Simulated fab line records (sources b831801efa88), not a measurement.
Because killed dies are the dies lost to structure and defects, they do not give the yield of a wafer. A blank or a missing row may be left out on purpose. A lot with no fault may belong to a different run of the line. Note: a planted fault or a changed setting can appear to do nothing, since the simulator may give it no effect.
fab line records	flow gf180mcu
[record] lots = 14	wafers = 42	last_day = 34
route steps=602 shown V3@451 M4@456
lots that met no fault: taken from a fault-free run of the same line
start_h: hours from the record's first day to the start of the lot's first wafer shown	wait_h: hours since the lot's step before	" as in the row above	L1.1+2: a single row standing in for several wafers	- either no value or no given start	* or withheld: withheld	< > ~ a bound
route shown NAME@n: a module of which the file shows steps, and the number in the route of the first	usual: mean and standard deviation over wafers with no fault	same: alike in all rows	chamber/n: place in a boat	sites: each site's reading	_std_site: the standard deviation of these	_edge_site: outer sites' mean less inner sites'	radius_mm: how far each site lies from the wafer's centre	mask NAME#n: copy n	behind: tool/chamber where the wafer was last shaped	hold: reason for holding the lot/hours on hold/outcome of the hold	device: the n, p or np transistor that did not switch	end of line: the tests these same wafers got at the end of their route	a step without rows: its recipe alone	killed: not the wafer's yield, but the dies lost to structure and defects at the first sort	map: per-die view of a wafer (x killed, . not killed, _ where there is no die)
set.NAME: the setting the step ran with; set.NAME@STEP: the setting that earlier step ran with	model.NAME: the simulator's own value behind a step, which no gauge read
one table for each step of the route and one row for each wafer, over a sample of lots
services: the hour from which a tool's chamber was out of use, counted from the record's first day as start_h (under 0 if before that day), plus the number of hours and why
[[steps]]
[step GF_V3_SPUTTER_22]
[recipe] material = TiN	target_thk_nm = 10	chamber_pressure_pa = 5	power_w = 4000	time_s = 40
[usual] throttle_valve_pct = 29.8/1
lot.wafer	tool	chamber	start_h	wait_h	throttle_valve_pct
L116.4	pvd_sputter-02	-	522.31	0.0	31.4
L116.5	"	-	"	"	29.7
L116.6	"	-	"	"	31.4
L117.2	pvd_sputter-03	-	531.82	0.0	32.0
L117.3	"	-	"	"	28.5
L117.4	"	-	"	"	29.5
L118.1	pvd_sputter-02	-	536.26	0.0	29.6
L118.2	"	-	"	"	29.8
L118.6	"	-	"	"	29.8
L120.2	pvd_sputter-01	-	558.23	0.0	30.0
L120.4	"	-	"	"	28.7
L120.6	"	-	"	"	29.9
L121.1	pvd_sputter-03	-	562.61	0.0	29.7
L121.4	"	-	"	"	31.5
L121.6	"	-	"	"	29.8
L122.3	pvd_sputter-01	-	582.45	0.0	30.2
L122.5	"	-	"	"	30.0
L122.6	"	-	"	"	28.2
L123.2	pvd_sputter-03	-	583.13	0.0	30.1
L123.5	"	-	"	"	28.5
L123.6	"	-	"	"	31.9
L130.2	pvd_sputter-01	-	639.34	0.0	28.7
L130.3	"	-	"	"	28.3
L130.4	"	-	"	"	29.8
L131.2	pvd_sputter-01	-	643.21	0.0	28.5
L131.5	"	-	"	"	30.1
L131.6	"	-	"	"	29.9
L134.3	pvd_sputter-01	-	663.33	0.0	28.5
L134.5	"	-	"	"	29.7
L134.6	"	-	"	"	28.2
L135.1	pvd_sputter-02	-	668.66	0.0	31.2
L135.2	"	-	"	"	29.3
L135.6	"	-	"	"	30.1
L136.1	pvd_sputter-03	-	677.26	0.0	29.9
L136.2	"	-	"	"	31.8
L136.3	"	-	"	"	28.4
L137.2	pvd_sputter-01	-	685.74	0.0	28.3
L137.3	"	-	"	"	30.0
L137.4	"	-	"	"	28.6
L138.1	pvd_sputter-03	-	691.18	0.0	30.5
L138.5	"	-	"	"	29.8
L138.6	"	-	"	"	31.3
[step GF_M4_SPUTTER_00]
[recipe] material = Ti	target_thk_nm = 37.5	arriving_ion_energy_ev = 80	substrate_temp_c = 200	chamber_pressure_pa = 2	power_w = 4000	time_s = 150
[usual] throttle_valve_pct = 29.6/1
lot.wafer	tool	chamber	start_h	wait_h	throttle_valve_pct
L116.4	pvd_sputter-01	-	522.94	0.1	28.4
L116.5	"	-	"	"	29.9
L116.6	"	-	"	"	28.2
L117.2	pvd_sputter-01	-	532.45	0.1	29.8
L117.3	"	-	"	"	29.8
L117.4	"	-	"	"	28.5
L118.1	pvd_sputter-04	-	536.89	0.1	29.5
L118.2	"	-	"	"	31.9
L118.6	"	-	"	"	29.6
L120.2	pvd_sputter-02	-	558.86	0.2	31.3
L120.4	"	-	"	"	29.7
L120.6	"	-	"	"	29.7
L121.1	pvd_sputter-01	-	563.24	0.2	28.5
L121.4	"	-	"	"	28.5
L121.6	"	-	"	"	29.8
L122.3	pvd_sputter-04	-	583.08	0.2	31.8
L122.5	"	-	"	"	31.8
L122.6	"	-	"	"	28.9
L123.2	pvd_sputter-02	-	583.77	0.1	29.9
L123.5	"	-	"	"	29.7
L123.6	"	-	"	"	29.5
L130.2	pvd_sputter-02	-	639.97	0.2	29.8
L130.3	"	-	"	"	29.7
L130.4	"	-	"	"	29.9
L131.2	pvd_sputter-04	-	643.84	0.2	28.6
L131.5	"	-	"	"	29.4
L131.6	"	-	"	"	31.6
L134.3	pvd_sputter-04	-	663.96	0.2	29.4
L134.5	"	-	"	"	28.8
L134.6	"	-	"	"	29.5
L135.1	pvd_sputter-04	-	669.29	0.1	29.5
L135.2	"	-	"	"	31.7
L135.6	"	-	"	"	29.0
L136.1	pvd_sputter-01	-	677.89	0.1	28.5
L136.2	"	-	"	"	29.7
L136.3	"	-	"	"	28.2
L137.2	pvd_sputter-02	-	686.37	0.1	30.0
L137.3	"	-	"	"	29.6
L137.4	"	-	"	"	29.4
L138.1	pvd_sputter-04	-	691.81	0.1	31.7
L138.5	"	-	"	"	29.4
L138.6	"	-	"	"	32.0
[step GF_M4_SPUTTER_01]
[recipe] material = TiN	target_thk_nm = 30	power_w = 6500	time_s = 25	chamber_pressure_pa = 0.4
[usual] throttle_valve_pct = 29.6/1
lot.wafer	tool	chamber	start_h	wait_h	throttle_valve_pct
L116.4	pvd_sputter-01	-	523.04	0.1	28.5
L116.5	"	-	"	"	29.7
L116.6	"	-	"	"	28.4
L117.2	pvd_sputter-01	-	532.55	0.1	29.9
L117.3	"	-	"	"	30.1
L117.4	"	-	"	"	28.4
L118.1	pvd_sputter-04	-	536.99	0.1	29.6
L118.2	"	-	"	"	31.7
L118.6	"	-	"	"	29.2
L120.2	pvd_sputter-02	-	558.96	0.1	31.6
L120.4	"	-	"	"	29.6
L120.6	"	-	"	"	29.5
L121.1	pvd_sputter-01	-	563.34	0.1	28.8
L121.4	"	-	"	"	28.0
L121.6	"	-	"	"	30.0
L122.3	pvd_sputter-04	-	583.18	0.1	31.9
L122.5	"	-	"	"	31.9
L122.6	"	-	"	"	28.9
L123.2	pvd_sputter-02	-	583.87	0.1	29.5
L123.5	"	-	"	"	29.6
L123.6	"	-	"	"	29.5
L130.2	pvd_sputter-02	-	640.07	0.1	29.9
L130.3	"	-	"	"	29.7
L130.4	"	-	"	"	29.6
L131.2	pvd_sputter-04	-	643.94	0.1	29.2
L131.5	"	-	"	"	29.7
L131.6	"	-	"	"	31.8
L134.3	pvd_sputter-04	-	664.06	0.1	28.9
L134.5	"	-	"	"	28.5
L134.6	"	-	"	"	29.2
L135.1	pvd_sputter-04	-	669.39	0.1	29.7
L135.2	"	-	"	"	31.9
L135.6	"	-	"	"	28.5
L136.1	pvd_sputter-01	-	677.99	0.1	28.7
L136.2	"	-	"	"	29.7
L136.3	"	-	"	"	28.3
L137.2	pvd_sputter-02	-	686.47	0.1	29.9
L137.3	"	-	"	"	29.5
L137.4	"	-	"	"	29.6
L138.1	pvd_sputter-04	-	691.91	0.1	31.9
L138.5	"	-	"	"	29.6
L138.6	"	-	"	"	31.8
[step GF_M4_DEVELOP_13]
[recipe] develop_time_s = 60	dev_temp_c = 21
[usual] chill_plate_temp_C = 22.99/0.096	develop_time_s = 60/0	exhaust_pa = 45.3/0.88
lot.wafer	tool	chamber	start_h	wait_h	chill_plate_temp_C	develop_time_s	exhaust_pa
L116.4	litho_track-03	0	546.36	0.1	23.12	60	45.8
L116.5	"	0	"	"	23.04	60	44.1
L116.6	"	0	"	"	23.14	60	43.8
L117.2	litho_track-03	0	555.86	0.2	23.11	60	45.7
L117.3	"	0	"	"	23.10	60	45.0
L117.4	"	0	"	"	23.05	60	46.4
L118.1	litho_track-04	0	560.17	0.2	23.10	60	46.1
L118.2	"	0	"	"	23.00	60	45.7
L118.6	"	0	"	"	23.11	60	46.4
L120.2	litho_track-03	0	581.11	0.2	23.02	60	44.9
L120.4	"	0	"	"	22.82	60	44.1
L120.6	"	0	"	"	22.96	60	45.0
L121.1	litho_track-01	0	585.05	0.2	23.07	60	45.6
L121.4	"	0	"	"	23.11	60	45.3
L121.6	"	0	"	"	23.02	60	46.8
L122.3	litho_track-04	0	603.92	0.1	22.83	60	46.5
L122.5	"	0	"	"	22.85	60	45.9
L122.6	"	0	"	"	22.87	60	45.0
L123.2	litho_track-03	0	605.21	0.2	23.06	60	46.5
L123.5	"	0	"	"	23.06	60	45.5
L123.6	"	0	"	"	22.96	60	45.7
L130.2	litho_track-04	-	659.75	0.2	-	-	-
L130.3	"	-	"	"	-	-	-
L130.4	"	-	"	"	-	-	-
L131.2	litho_track-03	-	663.81	0.2	-	-	-
L131.5	"	-	"	"	-	-	-
L131.6	"	-	"	"	-	-	-
L134.3	litho_track-04	0	683.32	0.1	23.03	60	44.2
L134.5	"	0	"	"	22.99	60	45.7
L134.6	"	0	"	"	22.98	60	44.5
L135.1	litho_track-01	0	688.55	0.2	23.00	60	45.5
L135.2	"	0	"	"	22.90	60	44.9
L135.6	"	0	"	"	23.11	60	45.1
L136.1	litho_track-04	0	697.22	0.2	22.87	60	45.0
L136.2	"	0	"	"	22.96	60	44.4
L136.3	"	0	"	"	22.70	60	44.6
L137.2	litho_track-01	0	704.67	0.2	23.17	60	46.3
L137.3	"	0	"	"	22.99	60	45.4
L137.4	"	0	"	"	22.99	60	45.0
L138.1	litho_track-04	0	710.27	0.2	22.84	60	44.3
L138.5	"	0	"	"	22.86	60	44.9
L138.6	"	0	"	"	22.88	60	44.9
[[services]]
tool	chamber	start_h	hours	kind
pvd_sputter-03	-	528.77	2.3	repair
pvd_sputter-02	-	623.42	0.7	repair
litho_track-01	-	650.01	-	consumable_replace:filter
pvd_sputter-02	-	654.66	1.7	repair
[[key]]
[first_sign] step = GF_M4_DEVELOP_13	reading = tool_record	direction = missing
effect none on later readings
met_at GF_M4_DEVELOP_13
struck_lots L130,L131
later_rows_left_out L130.2,L130.3,L130.4,L131.2,L131.5,L131.6
sort_left_out L130.2,L130.3,L130.4,L131.2,L131.5,L131.6
not_acting_at GF_V3_SPUTTER_22,GF_M4_SPUTTER_00,GF_M4_SPUTTER_01
onset_between 605.21 659.75
[fault] kind = skipped_step_whole	tool = litho_track-03,litho_track-04	chamber = -	onset_h = 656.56	steps = GF_M4_DEVELOP_13	scope = struck_lots_only
// sort_left_out: the simulated sort isn't trusted on such a fault, so these wafers' sort isn't shown, and their yield isn't known
// later_rows_left_out: the simulator's readings of these wafers behind a module that went badly wrong aren't trusted and aren't shown, but for the sort
